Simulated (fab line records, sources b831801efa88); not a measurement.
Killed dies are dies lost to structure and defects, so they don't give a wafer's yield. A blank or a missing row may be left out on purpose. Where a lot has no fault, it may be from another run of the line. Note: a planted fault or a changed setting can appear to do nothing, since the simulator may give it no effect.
A struck lot beside a sound one	flow gf180mcu	15 steps out of a route of 602
Sound: wafers L158.1, L158.5, L158.6. Wafers struck: L168.1, L168.3, L168.6. Last of all comes the cause.
For every step that has rows: the tool of each side, followed by ch and its chambers, followed by its first start. Under that, the readings that differ: sound wafers	struck wafers	difference of the means	sigmas: that difference in standard deviations of wafers without a fault.
alike: words and numbers the same on both sides, and readings whose means are apart by under 2 such deviations; not compared: readings that were withheld, readings missing a value for some wafer, numbers with overlapping values and no deviation given by the record, and bounds like >300 which may hide the same value.
Wherever a step has rows on one side only, a row that says differs or no value, or a row with sigmas, the two part there. Numbers that don't overlap but have no deviation are shown without sigmas and don't part them. A reading that every wafer of one side lacks parts them only if that side has two wafers or more.

first, 7 steps without rows for these wafers: GF_HV_LDD_DEHYDRATE_24 (time 60 s); GF_HV_LDD_HMDS_25 (prime time 60 s); GF_HV_LDD_COAT_26 (resist thk 1000 nm); GF_HV_LDD_SOFTBAKE_27 (time 60 s); GF_HV_LDD_EXPOSE_28 (exposes mask Nplus HV AREA, target cd 400 nm); GF_HV_LDD_PEB_29; GF_HV_LDD_DEVELOP_30 (develop time 60 s).
GF_HV_LDD_CD_MEAS_31 targets a cd of 400 nm.
  struck on cdSem-02, day 17 15:08; sound on cdSem-01, day 14 17:39
  alike: cdNm
GF_HV_LDD_OVL_MEAS_32:
  struck on overlay-02, day 17 15:16; sound on overlay-02, day 14 17:46
reading	sound	struck	difference	sigmas
HV_LDD_02_OVL (nm)	-3.2 -1.7 -2.7	3.0 2.2 2.6	+5.1	+4
then, 3 steps without rows for these wafers: GF_HV_LDD_IMPLANT_33; GF_HV_LDD_IMPLANT_34; GF_HV_LDD_IMPLANT_35.
GF_HV_LDD_IMPLANT_36:
  sound on implanter-04 ch 0, day 14 18:15; struck on implanter-04 ch 0, day 17 15:45
reading	sound	struck	difference	sigmas
beamEnergyKeV	60.000 60.011 59.963	57.801 57.833 57.817	-2.174	-99 or more
model.implant.rpNm (nm)	64.33 64.33 64.33	59.79 59.79 59.79	-4.54	
model.implant.drpNm (nm)	28.81 28.81 28.81	27.92 27.92 27.92	-0.89	
GF_HV_LDD_STRIP_37: strips in O2/N2.
  sound on plasmaAsher-03 ch 0,1, day 14 18:24; struck on plasmaAsher-01 ch 0,1, day 17 15:54
  alike: drypumpMotorCurrentA, heaterPowerW, oesProductAu, platenTempC, stripTimeToEndpointS
  not compared: rfHoursCounterH
-- record jumps: 17 days separate the struck wafers' starts on either side; left off in module HV_LDD, taken up again in module PASSIVATION, whose first shown step is the route's number 602 --
GF_PASSIVATION_PROBE_99:
  record: rows for the struck wafers here (prober-01, day 34 05:01), none for the sound ones

## WHERE THEY PART
Earliest at GF_HV_LDD_OVL_MEAS_32; latest, in this record, at GF_PASSIVATION_PROBE_99.

WHY: the cause the simulator had injected
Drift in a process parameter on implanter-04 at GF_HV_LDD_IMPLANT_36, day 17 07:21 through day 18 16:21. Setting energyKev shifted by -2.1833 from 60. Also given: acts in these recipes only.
